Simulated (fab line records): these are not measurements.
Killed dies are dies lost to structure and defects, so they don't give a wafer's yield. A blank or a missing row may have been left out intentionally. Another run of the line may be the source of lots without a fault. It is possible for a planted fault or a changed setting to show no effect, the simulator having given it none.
Matching of chambers    flow gf180mcu    cmp-01 running GF_V1_CMP_26: 4 sister chambers
The step polishes, stops on SiO2, t overpolish 15 s, target thk 0 nm. 14 wafers are shown with their chamber, then 7 later ones without.

WAFERS, EACH WITH ITS CHAMBER
wafer   chamber  motor_current_A (A)  time_to_endpoint_s (s)  overpolish_run_s (s)
L288.3  3        10.3                 82                      14.998
L288.4  0        11.4                 85                      15.002
L288.6  1        11.5                 85                      14.992
L291.4  2        11.5                 86                      15.003
L291.5  2        11.8                 87                      15.008
L291.6  1        11.5                 85                      15.002
L295.4  2        11.8                 85                      15.012
L295.5  3        10.5                 85                      14.986
L295.6  0        10.6                 89                      15.011
L297.2  1        11.2                 84                      14.995
L297.3  0        11.3                 87                      14.994
L297.5  3        10.4                 83                      14.995
L299.1  1        11.1                 85                      14.992
L299.4  2        12.0                 90                      15.005

SIGNATURES (means of the wafers above)
reading             chamber 0  chamber 1  chamber 2  chamber 3  scatter within a chamber
motor_current_A     11.100     11.325     11.775     10.400     0.256
time_to_endpoint_s  87.00      84.75      87.00      83.33      1.66
overpolish_run_s    15.00233   14.99525   15.00700   14.99300   0.00579
Rule: a wafer lies at a distance from a chamber equal to the root of the sum of squares, over the readings, of (its reading less the chamber's mean, divided by the reading's scatter). If the next closest chamber is less than 2 further off than the closest, the wafer can't be placed; otherwise it belongs to the closest. The scatter: the root of (the sum of the squares of (reading less its chamber's mean) over the shown wafers, divided by (wafers less chambers)).

WAFERS WITH NO CHAMBER GIVEN
wafer   motor_current_A (A)  time_to_endpoint_s (s)  overpolish_run_s (s)
L299.6  11.0                 87                      15.025
L305.3  11.6                 90                      15.004
L305.4  11.1                 89                      14.991
L305.6  11.4                 87                      14.988
L306.3  12.3                 88                      15.015
L306.4  10.5                 90                      14.994
L306.5  11.9                 86                      14.998

WHICH CHAMBER EACH WENT THROUGH
wafer   from the rows above           in truth
L299.6  can't be placed: 0 or 2 or 1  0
L305.3  can't be placed: 2 or 0 or 1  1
L305.4  can't be placed: 0 or 1 or 2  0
L305.6  can't be placed: 1 or 0 or 2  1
L306.3  2                             2
L306.4  can't be placed: 0 or 3 or 1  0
L306.5  can't be placed: 2 or 1 or 0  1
1 of 7 placed correctly. Can't be placed from these rows: 6 (the true chamber is among the candidates in 6). 0 placed wrongly.
